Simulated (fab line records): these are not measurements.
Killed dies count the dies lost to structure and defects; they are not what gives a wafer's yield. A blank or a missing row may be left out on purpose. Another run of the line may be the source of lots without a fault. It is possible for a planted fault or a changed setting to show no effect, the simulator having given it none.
fab line records ; flow sfq-line ; part 1 of 2: steps 1 to 24 of 32
[record] lots = 5; wafers = 15; last-day = 83
route steps=325 shown I6@266 M7@281 I7@296
lots untouched by any fault: they come from a run of this same line in which no faults occurred
start-h: hours from the record's opening day to when the first of the lot's shown wafers began ; wait-h: hours elapsed since this lot's preceding step ; " repeats the value in the row above ; L1.1+2: one row covering several wafers at once ; - value missing, or start not given ; * or withheld: withheld ; < > ~ a bound
route shown NAME@n: names a module that has steps shown in the file, with the first one's number in the route ; usual: mean/standard deviation of fault-free wafers ; same: alike in all rows ; chamber/n: place in a boat ; sites: per-site readings ; _std_site: standard deviation of those values ; _edge_site: inner sites' mean taken away from outer sites' mean ; radius-mm: how far each site lies from the wafer's centre ; mask NAME#n: copy n ; behind: the last tool/chamber to shape the wafer ; hold: what put the lot on hold/how long, in hours/how the hold closed ; device: the transistor (n, p or np) that didn't switch ; end of line: at the end of the route, the tests of the same wafers ; for a step that has no rows: nothing shown but its recipe ; killed: not the wafer's yield, but the dies lost to structure and defects at the first sort ; map: a wafer's dies, marking killed ones x, the rest . and places with no die _
set.NAME: the setting that was run; set.NAME@STEP: the one run at that earlier step ; model.NAME: the simulator's own value behind a step, which no gauge read
lots seen at some steps along the route; tables by step, rows by wafer
services: when a tool's chamber went out of use (start-h, in hours from the record's first day, below 0 if earlier), for how many hours, and the reason
[[steps]]
[step SFQ_TRILAYER_I6_DEP_PECVD_165]
[recipe] material = SiO2; temp-c = 150; time-s = 111.11; pressure-torr = 2.4; rf-w = 183.3; precursor = SiH4/N2O; target-thk-nm = 500
[usual] heater-power-w = 82/17; throttle-valve-pct = 24.0/1.1
lot.wafer;tool;chamber;start-h;wait-h;heater-power-w;throttle-valve-pct
L077.1;pecvd-03;1;1462.64;0.0;87;22.4
L077.2;pecvd-03;2;1462.64;0.0;77;23.4
L077.6;pecvd-03;1;1462.64;0.0;86;22.6
L081.2;pecvd-04;2;1472.24;0.0;94;23.7
L081.4;pecvd-04;2;1472.24;0.0;99;23.9
L081.6;pecvd-04;1;1472.24;0.0;125;24.3
L085.1;pecvd-03;2;1658.65;0.0;68;23.7
L085.2;pecvd-03;0;1658.65;0.0;57;23.1
L085.3;pecvd-03;1;1658.65;0.0;84;22.8
L092.1;pecvd-01;0;1766.75;0.0;84;23.5
L092.5;pecvd-01;1;1766.75;0.0;74;24.2
L092.6;pecvd-01;2;1766.75;0.0;84;22.6
L097.2;pecvd-03;0;1804.08;0.0;56;23.3
L097.5;pecvd-03;0;1804.08;0.0;57;23.3
L097.6;pecvd-03;2;1804.08;0.0;78;23.8
[step SFQ_TRILAYER_I6_CMP_CMP_166]
[recipe] material = SiO2; down-force-psi = 3; platen-rpm = 60; pad-velocity-m-s = 0.94248
[usual] motor-current-A = 10.0/0.87; time-to-endpoint-s = 214/9.1
lot.wafer;tool;chamber;start-h;wait-h;motor-current-A;time-to-endpoint-s
L077.2;cmp-02;1;1463.72;1.0;9.5;226
L077.1;cmp-02;2;1463.72;1.0;10.6;204
L077.6;cmp-02;0;1465.22;2.5;9.5;213
L081.4;cmp-02;3;1472.32;0.0;10.0;209
L081.2;cmp-02;1;1473.32;1.0;8.8;216
L081.6;cmp-02;3;1474.32;2.0;9.3;223
L085.1;cmp-01;1;1658.73;0.0;11.5;214
L085.2;cmp-01;2;1658.73;0.0;9.3;201
L085.3;cmp-01;3;1658.73;0.0;10.0;213
L092.1;cmp-01;0;1767.83;1.0;11.3;193
L092.5;cmp-01;2;1768.83;2.0;9.6;203
L092.6;cmp-01;3;1768.83;2.0;10.0;207
L097.2;cmp-01;3;1804.65;0.5;10.2;203
L097.5;cmp-01;2;1806.15;2.0;8.6;209
L097.6;cmp-01;3;1806.15;2.0;9.2;213
[step SFQ_I6_BOW_MEAS_941]
[recipe] mode = bow
[usual] I6_BOW = 8/10
lot.wafer;tool;chamber;start-h;wait-h;I6_BOW[um]
L077.1;film-metro-02;-;1465.72;1.0;15
L077.2;film-metro-02;-;1465.72;1.0;18
L077.6;film-metro-02;-;1465.72;1.0;36
L081.2;film-metro-02;-;1475.34;1.5;8
L081.4;film-metro-02;-;1475.34;1.5;-1
L081.6;film-metro-02;-;1475.34;1.5;3
L085.1;film-metro-04;-;1661.73;2.5;9
L085.2;film-metro-04;-;1661.73;2.5;19
L085.3;film-metro-04;-;1661.73;2.5;11
L092.1;film-metro-01;-;1769.83;1.5;-16
L092.5;film-metro-01;-;1769.83;1.5;-5
L092.6;film-metro-01;-;1769.83;1.5;-8
L097.2;film-metro-01;-;1807.17;2.0;5
L097.5;film-metro-01;-;1807.17;2.0;3
L097.6;film-metro-01;-;1807.17;2.0;9
[step SFQ_TRILAYER_I6_METRO_MEASURE_167]
[usual] thk-nm = 199.1/1.4
lot.wafer;tool;chamber;start-h;wait-h;thk-nm
L077.1;film-metro-02;-;1465.84;0.1;199.9
L077.2;film-metro-02;-;1465.84;0.1;202.7
L077.6;film-metro-02;-;1465.84;0.1;201.4
L081.2;film-metro-02;-;1475.64;0.3;200.7
L081.4;film-metro-02;-;1475.64;0.3;199.8
L081.6;film-metro-02;-;1475.64;0.3;199.6
L085.1;film-metro-04;-;1661.85;0.1;196.6
L085.2;film-metro-04;-;1661.85;0.1;197.1
L085.3;film-metro-04;-;1661.85;0.1;198.8
L092.1;film-metro-01;-;1769.95;0.1;196.8
L092.5;film-metro-01;-;1769.95;0.1;196.7
L092.6;film-metro-01;-;1769.95;0.1;198.9
L097.2;film-metro-01;-;1807.47;0.3;199.3
L097.5;film-metro-01;-;1807.47;0.3;198.3
L097.6;film-metro-01;-;1807.47;0.3;199.5
[step SFQ_TRILAYER_I6_VIA_LITHO_COAT_174]
[recipe] resist = BARC; spin-rpm = 3000; resist-thk-nm = 62
[usual] chill-plate-temp-C = 23.00/0.12
lot.wafer;tool;chamber;start-h;wait-h;chill-plate-temp-C
L077.1;litho-track-01;0;1467.04;1.0;22.87
L077.2;litho-track-01;0;1467.04;1.0;22.89
L077.6;litho-track-01;0;1467.04;1.0;22.84
L081.2;litho-track-03;0;1476.69;0.8;22.95
L081.4;litho-track-03;0;1476.69;0.8;22.92
L081.6;litho-track-03;0;1476.69;0.8;22.91
L085.1;litho-track-03;0;1663.05;1.0;23.06
L085.2;litho-track-03;0;1663.05;1.0;23.08
L085.3;litho-track-03;0;1663.05;1.0;23.04
L092.1;litho-track-03;0;1771.15;1.0;22.98
L092.5;litho-track-03;0;1771.15;1.0;23.10
L092.6;litho-track-03;0;1771.15;1.0;23.14
L097.2;litho-track-04;0;1808.52;0.8;23.09
L097.5;litho-track-04;0;1808.52;0.8;23.09
L097.6;litho-track-04;0;1808.52;0.8;23.20
[step SFQ_TRILAYER_I6_VIA_LITHO_COAT_169]
[recipe] resist = KrF; spin-rpm = 3000; resist-thk-nm = 650
[usual] chill-plate-temp-C = 23.01/0.098
lot.wafer;tool;chamber;start-h;wait-h;chill-plate-temp-C
L077.1;litho-track-01;0;1467.34;0.2;22.96
L077.2;litho-track-01;0;1467.34;0.2;22.85
L077.6;litho-track-01;0;1467.34;0.2;22.94
L081.2;litho-track-03;0;1476.99;0.2;23.11
L081.4;litho-track-03;0;1476.99;0.2;23.00
L081.6;litho-track-03;0;1476.99;0.2;22.99
L085.1;litho-track-03;0;1663.35;0.2;23.17
L085.2;litho-track-03;0;1663.35;0.2;23.14
L085.3;litho-track-03;0;1663.35;0.2;23.14
L092.1;litho-track-03;0;1771.45;0.2;23.00
L092.5;litho-track-03;0;1771.45;0.2;23.04
L092.6;litho-track-03;0;1771.45;0.2;23.00
L097.2;litho-track-04;0;1808.82;0.2;23.04
L097.5;litho-track-04;0;1808.82;0.2;22.93
L097.6;litho-track-04;0;1808.82;0.2;22.96
[step SFQ_TRILAYER_I6_VIA_LITHO_SOFTBAKE_173]
[recipe] temp-c = withheld; time-s = withheld; resist = KrF
[usual] chill-plate-temp-C = *
lot.wafer;tool;chamber;start-h;wait-h;chill-plate-temp-C
L077.1;litho-track-01;0;1467.64;0.2;*
L077.2;litho-track-01;0;1467.64;0.2;*
L077.6;litho-track-01;0;1467.64;0.2;*
L081.2;litho-track-03;0;1477.26;0.2;*
L081.4;litho-track-03;0;1477.26;0.2;*
L081.6;litho-track-03;0;1477.26;0.2;*
L085.1;litho-track-03;0;1663.65;0.2;*
L085.2;litho-track-03;0;1663.65;0.2;*
L085.3;litho-track-03;0;1663.65;0.2;*
L092.1;litho-track-03;0;1771.75;0.2;*
L092.5;litho-track-03;0;1771.75;0.2;*
L092.6;litho-track-03;0;1771.75;0.2;*
L097.2;litho-track-04;0;1809.10;0.2;*
L097.5;litho-track-04;0;1809.10;0.2;*
L097.6;litho-track-04;0;1809.10;0.2;*
[step SFQ_TRILAYER_I6_VIA_LITHO_EXPOSE_170]
[recipe] mask-id = I6; na = 0.6; source-shape = conventional; sigma-outer = 0.65; target-cd-nm = 700; dose-mj = 21.3
[usual] reticle-temp-C = 22.99/0.099
lot.wafer;tool;chamber;start-h;wait-h;mask;reticle-temp-C
L077.1;krf-scanner-02;0;1473.08;-;I6#0;23.04
L077.2;krf-scanner-02;0;1473.08;-;I6#0;22.97
L077.6;krf-scanner-02;0;1473.08;-;I6#0;23.04
L081.2;krf-scanner-02;0;1478.08;-;I6#0;23.08
L081.4;krf-scanner-02;0;1478.08;-;I6#0;23.01
L081.6;krf-scanner-02;0;1478.08;-;I6#0;23.04
L085.1;krf-scanner-01;0;1664.91;-;I6#0;23.06
L085.2;krf-scanner-01;0;1664.91;-;I6#0;23.05
L085.3;krf-scanner-01;0;1664.91;-;I6#0;23.21
L092.1;krf-scanner-01;0;1773.08;-;I6#0;23.03
L092.5;krf-scanner-01;0;1773.08;-;I6#0;22.94
L092.6;krf-scanner-01;0;1773.08;-;I6#0;22.96
L097.2;krf-scanner-02;0;1898.31;-;I6#0;23.03
L097.5;krf-scanner-02;0;1898.31;-;I6#0;23.15
L097.6;krf-scanner-02;0;1898.31;-;I6#0;23.05
[step SFQ_TRILAYER_I6_VIA_LITHO_PEB_172]
[recipe] peb-temp-c = 115; peb-time-s = 60; resist = KrF
[usual] chill-plate-temp-C = 23.01/0.1; plate-temp-C = 114.99/0.15
lot.wafer;tool;chamber;start-h;wait-h;chill-plate-temp-C;plate-temp-C
L077.1;litho-track-03;0;1474.28;1.0;23.05;114.97
L077.2;litho-track-03;0;1474.28;1.0;23.02;114.93
L077.6;litho-track-03;0;1474.28;1.0;23.03;114.85
L081.2;litho-track-03;0;1479.11;0.8;22.99;115.05
L081.4;litho-track-03;0;1479.11;0.8;23.00;114.88
L081.6;litho-track-03;0;1479.11;0.8;23.23;115.02
L085.1;litho-track-03;0;1666.11;1.0;23.04;114.76
L085.2;litho-track-03;0;1666.11;1.0;23.01;114.79
L085.3;litho-track-03;0;1666.11;1.0;23.14;114.57
L092.1;litho-track-03;0;1774.28;1.0;23.04;115.05
L092.5;litho-track-03;0;1774.28;1.0;23.06;114.92
L092.6;litho-track-03;0;1774.28;1.0;23.03;115.10
L097.2;litho-track-04;0;1899.34;0.8;23.22;114.99
L097.5;litho-track-04;0;1899.34;0.8;23.17;115.16
L097.6;litho-track-04;0;1899.34;0.8;23.14;114.83
[step SFQ_TRILAYER_I6_VIA_LITHO_DEVELOP_171]
[recipe] time-s = 60; resist = KrF
[usual] chill-plate-temp-C = 22.99/0.11
lot.wafer;tool;chamber;start-h;wait-h;chill-plate-temp-C
L077.1;litho-track-03;0;1474.43;0.1;23.07
L077.2;litho-track-03;0;1474.43;0.1;23.06
L077.6;litho-track-03;0;1474.43;0.1;23.05
L081.2;litho-track-03;0;1479.26;0.1;23.02
L081.4;litho-track-03;0;1479.26;0.1;22.80
L081.6;litho-track-03;0;1479.26;0.1;22.99
L085.1;litho-track-03;0;1666.26;0.1;22.90
L085.2;litho-track-03;0;1666.26;0.1;22.94
L085.3;litho-track-03;0;1666.26;0.1;23.00
L092.1;litho-track-03;0;1774.43;0.1;23.26
L092.5;litho-track-03;0;1774.43;0.1;23.05
L092.6;litho-track-03;0;1774.43;0.1;23.16
L097.2;litho-track-04;0;1899.49;0.1;22.98
L097.5;litho-track-04;0;1899.49;0.1;23.03
L097.6;litho-track-04;0;1899.49;0.1;23.11
[step SFQ_I6_OVL_MEAS_942]
[usual] I6_OVL = 1/6
lot.wafer;tool;chamber;start-h;wait-h;I6_OVL[nm]
L077.1;overlay-01;-;1474.58;0.1;-7
L077.2;overlay-01;-;1474.58;0.1;-4
L077.6;overlay-01;-;1474.58;0.1;-8
L081.2;overlay-01;-;1479.39;0.1;10
L081.4;overlay-01;-;1479.39;0.1;10
L081.6;overlay-01;-;1479.39;0.1;8
L085.1;overlay-01;-;1666.41;0.1;-4
L085.2;overlay-01;-;1666.41;0.1;0
L085.3;overlay-01;-;1666.41;0.1;-1
L092.1;overlay-01;-;1774.58;0.1;-8
L092.5;overlay-01;-;1774.58;0.1;3
L092.6;overlay-01;-;1774.58;0.1;-5
L097.2;overlay-02;-;1899.62;0.1;13
L097.5;overlay-02;-;1899.62;0.1;4
L097.6;overlay-02;-;1899.62;0.1;10
[step SFQ_TRILAYER_I6_VIA_BARC_OPEN_VIA_ETCH_235]
[recipe] mask-material = PR; chemistry = O2; target-depth-nm = 125; target = BARC; source-w = 500; bias-w = 80; pressure-mtorr = 30; time-s = 41.7
[usual] drypump-motor-current-A = 5.7/0.44; oes-product-au = 0.685/0.0045
lot.wafer;tool;chamber;start-h;wait-h;drypump-motor-current-A;oes-product-au;rf-hours-counter-h
L077.1;rie-diel-02;0;1474.62;0.0;4.8;0.683;19
L077.2;rie-diel-02;3;1474.62;0.0;6.2;0.680;10
L077.6;rie-diel-02;3;1474.62;0.0;6.2;0.686;-
L081.2;rie-diel-03;1;1479.42;0.0;5.6;0.685;15
L081.4;rie-diel-03;3;1479.42;0.0;6.2;0.686;13
L081.6;rie-diel-03;2;1479.42;0.0;6.1;0.691;-
L085.1;rie-diel-03;3;1666.45;0.0;6.2;0.681;16
L085.2;rie-diel-03;0;1666.45;0.0;5.2;0.689;5
L085.3;rie-diel-03;1;1666.45;0.0;5.6;0.681;18
L092.1;rie-diel-04;3;1774.62;0.0;5.6;0.689;6
L092.5;rie-diel-04;3;1774.62;0.0;5.6;0.683;-
L092.6;rie-diel-04;0;1774.62;0.0;5.4;0.680;-
L097.2;rie-diel-04;0;1899.65;0.0;5.5;0.687;4
L097.5;rie-diel-04;0;1899.65;0.0;5.4;0.691;-
L097.6;rie-diel-04;3;1899.65;0.0;5.6;0.678;-
[step SFQ_TRILAYER_I6_VIA_ETCH_VIA_ETCH_172]
[recipe] target = SiO2; stop-on = Nb; mask-material = PR; taper-deg = 20; chemistry = CHF3; target-depth-nm = 260; source-w = 500; bias-w = 80; pressure-mtorr = 30; time-s = withheld
[usual] drypump-motor-current-A = 5.7/0.44; oes-product-au = 0.853/0.006
lot.wafer;tool;chamber;start-h;wait-h;drypump-motor-current-A;oes-product-au
L077.1;rie-diel-02;0;1474.66;0.0;4.8;0.848
L077.2;rie-diel-02;3;1474.66;0.0;6.1;0.857
L077.6;rie-diel-02;3;1474.66;0.0;6.1;0.861
L081.2;rie-diel-03;1;1479.46;0.0;5.6;0.861
L081.4;rie-diel-03;3;1479.46;0.0;6.2;0.852
L081.6;rie-diel-03;2;1479.46;0.0;6.1;0.854
L085.1;rie-diel-03;3;1666.49;0.0;6.2;0.851
L085.2;rie-diel-03;0;1666.49;0.0;5.2;0.849
L085.3;rie-diel-03;1;1666.49;0.0;5.6;0.846
L092.1;rie-diel-04;3;1774.66;0.0;5.6;0.844
L092.5;rie-diel-04;3;1774.66;0.0;5.6;0.841
L092.6;rie-diel-04;0;1774.66;0.0;5.5;0.844
L097.2;rie-diel-04;0;1899.69;0.0;5.5;0.855
L097.5;rie-diel-04;0;1899.69;0.0;5.5;0.848
L097.6;rie-diel-04;3;1899.69;0.0;5.6;0.858
[step SFQ_TRILAYER_I6_VIA_STRIP_STRIP_173]
[recipe] gas = O2; power-w = 200; platen-temp-c = 40; overash-fraction = 0.65; chemistry = O2; pressure-mtorr = 50
[usual] drypump-motor-current-A = 6.0/0.58; oes-product-au = 0.996/0.0079; platen-temp-c = 40.00/0.1
lot.wafer;tool;chamber;start-h;wait-h;drypump-motor-current-A;oes-product-au;platen-temp-c;rf-hours-counter-h
L077.1;rie-metal-03;1;1474.77;-;6.5;0.995;39.82;23
L077.2;rie-metal-03;0;1474.77;-;6.3;0.978;39.88;33
L077.6;rie-metal-03;1;1474.77;-;6.5;0.990;39.98;-
L081.2;rie-metal-04;0;1479.57;-;6.2;0.987;40.08;145
L081.4;rie-metal-04;0;1479.57;-;6.2;0.989;39.93;-
L081.6;rie-metal-04;1;1479.57;-;5.0;0.997;40.15;-
L085.1;rie-metal-03;1;1666.60;-;6.5;0.996;39.94;49
L085.2;rie-metal-03;0;1666.60;-;6.3;1.008;39.85;58
L085.3;rie-metal-03;1;1666.60;-;6.4;1.001;40.01;-
L092.1;rie-metal-04;1;1774.77;-;5.0;0.994;39.95;5
L092.5;rie-metal-04;0;1774.77;-;6.2;0.995;40.17;-
L092.6;rie-metal-04;1;1774.77;-;5.0;1.005;40.01;-
L097.2;rie-metal-04;1;1899.80;-;5.0;1.005;40.10;20
L097.5;rie-metal-04;0;1899.80;-;6.2;0.997;39.91;-
L097.6;rie-metal-04;1;1899.80;-;5.0;1.000;40.06;-
[step SFQ_TRILAYER_I6_VIA_STRIP_SOLV_CLEAN_174]
[recipe] chemistry = NMP; temp-c = 70; time-s = 600
[usual] bath-heat-duty-pct = 13.4/1.6
lot.wafer;tool;chamber;start-h;wait-h;bath-heat-duty-pct
L077.1;wet-bench-03;1;1475.37;0.4;13.3
L077.2;wet-bench-03;4;1475.37;0.4;15.1
L077.6;wet-bench-03;5;1475.37;0.4;14.4
L081.2;wet-bench-02;4;1480.17;0.4;15.0
L081.4;wet-bench-02;5;1480.17;0.4;11.6
L081.6;wet-bench-02;7;1480.17;0.4;12.3
L085.1;wet-bench-02;7;1667.20;0.4;12.0
L085.2;wet-bench-02;0;1667.20;0.4;12.5
L085.3;wet-bench-02;4;1667.20;0.4;13.8
L092.1;wet-bench-03;7;1775.37;0.4;16.0
L092.5;wet-bench-03;0;1775.37;0.4;12.3
L092.6;wet-bench-03;5;1775.37;0.4;13.2
L097.2;wet-bench-03;7;1900.60;0.5;15.2
L097.5;wet-bench-03;1;1900.60;0.5;11.6
L097.6;wet-bench-03;0;1900.60;0.5;13.1
[step SFQ_TRILAYER_M7_DEP_PRE_CLEAN_176]
[recipe] gas = Ar; time-s = 22.5; bias-v = 250
lot.wafer;tool;chamber;start-h;wait-h
L077.1+2+6;pvd-sputter-05;-;1475.55;0.0
L081.2+4+6;pvd-sputter-04;-;1480.35;0.0
L085.1+2+3;pvd-sputter-04;-;1667.38;0.0
L092.1+5+6;pvd-sputter-03;-;1775.56;0.0
L097.2+5+6;pvd-sputter-03;-;1900.78;0.0
[step SFQ_TRILAYER_M7_DEP_SPUTTER_175]
[recipe] material = Nb; base-pressure-pa = 1.33e-06; chamber-pressure-pa = 0.1333; substrate-temp-c = 20; target-thk-nm = 200; power-w = 2000; time-s = 133.3
[usual] cathode-dc-power-W = 2000.0/0.35; throttle-valve-pct = 30.2/0.92
lot.wafer;tool;chamber;start-h;wait-h;cathode-dc-power-W;throttle-valve-pct
L077.1;pvd-sputter-05;-;1475.58;0.0;1999.4;31.3
L077.2;pvd-sputter-05;-;1475.58;0.0;1999.7;29.9
L077.6;pvd-sputter-05;-;1475.58;0.0;2000.1;31.1
L081.2;pvd-sputter-04;-;1480.38;0.0;1999.8;30.7
L081.4;pvd-sputter-04;-;1480.38;0.0;2000.2;29.1
L081.6;pvd-sputter-04;-;1480.38;0.0;2000.3;30.6
L085.1;pvd-sputter-04;-;1667.41;0.0;2000.1;31.8
L085.2;pvd-sputter-04;-;1667.41;0.0;2000.1;29.0
L085.3;pvd-sputter-04;-;1667.41;0.0;1999.9;30.5
L092.1;pvd-sputter-03;-;1775.59;0.0;2000.2;31.6
L092.5;pvd-sputter-03;-;1775.59;0.0;2000.2;30.4
L092.6;pvd-sputter-03;-;1775.59;0.0;2000.1;31.5
L097.2;pvd-sputter-03;-;1900.81;0.0;2000.6;28.7
L097.5;pvd-sputter-03;-;1900.81;0.0;1999.8;30.4
L097.6;pvd-sputter-03;-;1900.81;0.0;2000.0;31.5
[step SFQ_M7_RS_MEAS_943]
[recipe] thk-meas-gauge = four-point-probe; reads = Nb_of_TRILAYER_M7_DEP_SPUTTER_175
[usual] M7_NB_RS = 0.887/0.0083
lot.wafer;tool;chamber;start-h;wait-h;M7_NB_RS[ohm/sq]
L077.1;film-metro-04;-;1475.67;0.0;0.869
L077.2;film-metro-04;-;1475.67;0.0;0.884
L077.6;film-metro-04;-;1475.67;0.0;0.874
L081.2;film-metro-01;-;1480.49;0.1;0.875
L081.4;film-metro-01;-;1480.49;0.1;0.888
L081.6;film-metro-01;-;1480.49;0.1;0.875
L085.1;film-metro-03;-;1667.50;0.0;0.892
L085.2;film-metro-03;-;1667.50;0.0;0.884
L085.3;film-metro-03;-;1667.50;0.0;0.897
L092.1;film-metro-03;-;1775.68;0.0;0.880
L092.5;film-metro-03;-;1775.68;0.0;0.891
L092.6;film-metro-03;-;1775.68;0.0;0.885
L097.2;film-metro-03;-;1900.92;0.1;0.885
L097.5;film-metro-03;-;1900.92;0.1;0.885
L097.6;film-metro-03;-;1900.92;0.1;0.885
[step SFQ_TRILAYER_M7_LITHO_COAT_182]
[recipe] resist = BARC; spin-rpm = 3000; resist-thk-nm = 62
[usual] chill-plate-temp-C = 23.00/0.11
lot.wafer;tool;chamber;start-h;wait-h;chill-plate-temp-C
L077.1;litho-track-02;0;1475.85;0.1;22.78
L077.2;litho-track-02;0;1475.85;0.1;22.87
L077.6;litho-track-02;0;1475.85;0.1;23.00
L081.2;litho-track-02;0;1480.70;0.1;23.15
L081.4;litho-track-02;0;1480.70;0.1;23.07
L081.6;litho-track-02;0;1480.70;0.1;23.09
L085.1;litho-track-01;0;1667.68;0.1;22.82
L085.2;litho-track-01;0;1667.68;0.1;22.95
L085.3;litho-track-01;0;1667.68;0.1;22.88
L092.1;litho-track-01;0;1775.86;0.1;22.97
L092.5;litho-track-01;0;1775.86;0.1;22.99
L092.6;litho-track-01;0;1775.86;0.1;22.81
L097.2;litho-track-01;0;1901.13;0.1;23.06
L097.5;litho-track-01;0;1901.13;0.1;22.87
L097.6;litho-track-01;0;1901.13;0.1;22.98
[step SFQ_TRILAYER_M7_LITHO_COAT_177]
[recipe] resist = KrF; spin-rpm = 3000; resist-thk-nm = 600
[usual] chill-plate-temp-C = 23.00/0.098
lot.wafer;tool;chamber;start-h;wait-h;chill-plate-temp-C
L077.1;litho-track-02;0;1476.15;0.2;23.06
L077.2;litho-track-02;0;1476.15;0.2;22.98
L077.6;litho-track-02;0;1476.15;0.2;23.17
L081.2;litho-track-02;0;1481.00;0.2;22.92
L081.4;litho-track-02;0;1481.00;0.2;22.92
L081.6;litho-track-02;0;1481.00;0.2;22.96
L085.1;litho-track-01;0;1667.98;0.2;23.08
L085.2;litho-track-01;0;1667.98;0.2;23.16
L085.3;litho-track-01;0;1667.98;0.2;23.10
L092.1;litho-track-01;0;1776.16;0.2;23.02
L092.5;litho-track-01;0;1776.16;0.2;22.93
L092.6;litho-track-01;0;1776.16;0.2;22.99
L097.2;litho-track-01;0;1901.43;0.2;23.11
L097.5;litho-track-01;0;1901.43;0.2;23.07
L097.6;litho-track-01;0;1901.43;0.2;23.05
[step SFQ_TRILAYER_M7_LITHO_SOFTBAKE_181]
[recipe] temp-c = withheld; time-s = withheld; resist = KrF
[usual] chill-plate-temp-C = *
lot.wafer;tool;chamber;start-h;wait-h;chill-plate-temp-C
L077.1;litho-track-02;0;1476.45;0.2;*
L077.2;litho-track-02;0;1476.45;0.2;*
L077.6;litho-track-02;0;1476.45;0.2;*
L081.2;litho-track-02;0;1481.27;0.2;*
L081.4;litho-track-02;0;1481.27;0.2;*
L081.6;litho-track-02;0;1481.27;0.2;*
L085.1;litho-track-01;0;1668.28;0.2;*
L085.2;litho-track-01;0;1668.28;0.2;*
L085.3;litho-track-01;0;1668.28;0.2;*
L092.1;litho-track-01;0;1776.46;0.2;*
L092.5;litho-track-01;0;1776.46;0.2;*
L092.6;litho-track-01;0;1776.46;0.2;*
L097.2;litho-track-01;0;1901.70;0.2;*
L097.5;litho-track-01;0;1901.70;0.2;*
L097.6;litho-track-01;0;1901.70;0.2;*
[step SFQ_TRILAYER_M7_LITHO_EXPOSE_178]
[recipe] mask-id = M7; na = 0.6; source-shape = conventional; sigma-outer = 0.65; target-cd-nm = 500; dose-mj = 14.4
[usual] reticle-temp-C = 23.02/0.11
lot.wafer;tool;chamber;start-h;wait-h;mask;reticle-temp-C
L077.1;krf-scanner-02;0;1594.16;-;M7#0;22.86
L077.2;krf-scanner-02;0;1594.16;-;M7#0;22.91
L077.6;krf-scanner-02;0;1594.16;-;M7#0;23.09
L081.2;krf-scanner-02;0;1599.16;-;M7#0;22.90
L081.4;krf-scanner-02;0;1599.16;-;M7#0;23.03
L081.6;krf-scanner-02;0;1599.16;-;M7#0;22.99
L085.1;krf-scanner-01;0;1668.43;-;M7#0;23.07
L085.2;krf-scanner-01;0;1668.43;-;M7#0;22.97
L085.3;krf-scanner-01;0;1668.43;-;M7#0;23.07
L092.1;krf-scanner-01;0;1776.68;-;M7#0;22.99
L092.5;krf-scanner-01;0;1776.68;-;M7#0;23.05
L092.6;krf-scanner-01;0;1776.68;-;M7#0;23.07
L097.2;krf-scanner-01;0;1907.05;-;M7#0;22.81
L097.5;krf-scanner-01;0;1907.05;-;M7#0;22.96
L097.6;krf-scanner-01;0;1907.05;-;M7#0;22.77
[step SFQ_TRILAYER_M7_LITHO_PEB_180]
[recipe] peb-temp-c = 115; peb-time-s = 60; resist = KrF
[usual] chill-plate-temp-C = 23.00/0.1; plate-temp-C = 115.00/0.11
lot.wafer;tool;chamber;start-h;wait-h;chill-plate-temp-C;plate-temp-C
L077.1;litho-track-02;0;1595.36;1.0;23.13;115.08
L077.2;litho-track-02;0;1595.36;1.0;22.97;115.12
L077.6;litho-track-02;0;1595.36;1.0;23.10;115.03
L081.2;litho-track-01;0;1600.18;0.8;22.92;115.02
L081.4;litho-track-01;0;1600.18;0.8;23.00;115.28
L081.6;litho-track-01;0;1600.18;0.8;23.05;114.85
L085.1;litho-track-01;0;1669.63;1.0;23.18;115.12
L085.2;litho-track-01;0;1669.63;1.0;22.88;114.96
L085.3;litho-track-01;0;1669.63;1.0;23.04;115.04
L092.1;litho-track-01;0;1777.88;1.0;22.80;114.99
L092.5;litho-track-01;0;1777.88;1.0;22.86;115.02
L092.6;litho-track-01;0;1777.88;1.0;22.90;115.15
L097.2;litho-track-01;0;1908.08;0.8;23.04;114.99
L097.5;litho-track-01;0;1908.08;0.8;23.04;115.03
L097.6;litho-track-01;0;1908.08;0.8;23.04;115.02
[step SFQ_TRILAYER_M7_LITHO_DEVELOP_179]
[recipe] time-s = 60; resist = KrF
[usual] chill-plate-temp-C = 23.00/0.12
lot.wafer;tool;chamber;start-h;wait-h;chill-plate-temp-C
L077.1;litho-track-02;0;1595.51;0.1;23.14
L077.2;litho-track-02;0;1595.51;0.1;23.20
L077.6;litho-track-02;0;1595.51;0.1;22.93
L081.2;litho-track-01;0;1600.33;0.1;22.90
L081.4;litho-track-01;0;1600.33;0.1;23.03
L081.6;litho-track-01;0;1600.33;0.1;22.90
L085.1;litho-track-01;0;1669.78;0.1;23.00
L085.2;litho-track-01;0;1669.78;0.1;23.05
L085.3;litho-track-01;0;1669.78;0.1;22.92
L092.1;litho-track-01;0;1778.03;0.1;23.08
L092.5;litho-track-01;0;1778.03;0.1;23.03
L092.6;litho-track-01;0;1778.03;0.1;23.09
L097.2;litho-track-01;0;1908.23;0.1;22.83
L097.5;litho-track-01;0;1908.23;0.1;22.77
L097.6;litho-track-01;0;1908.23;0.1;22.75
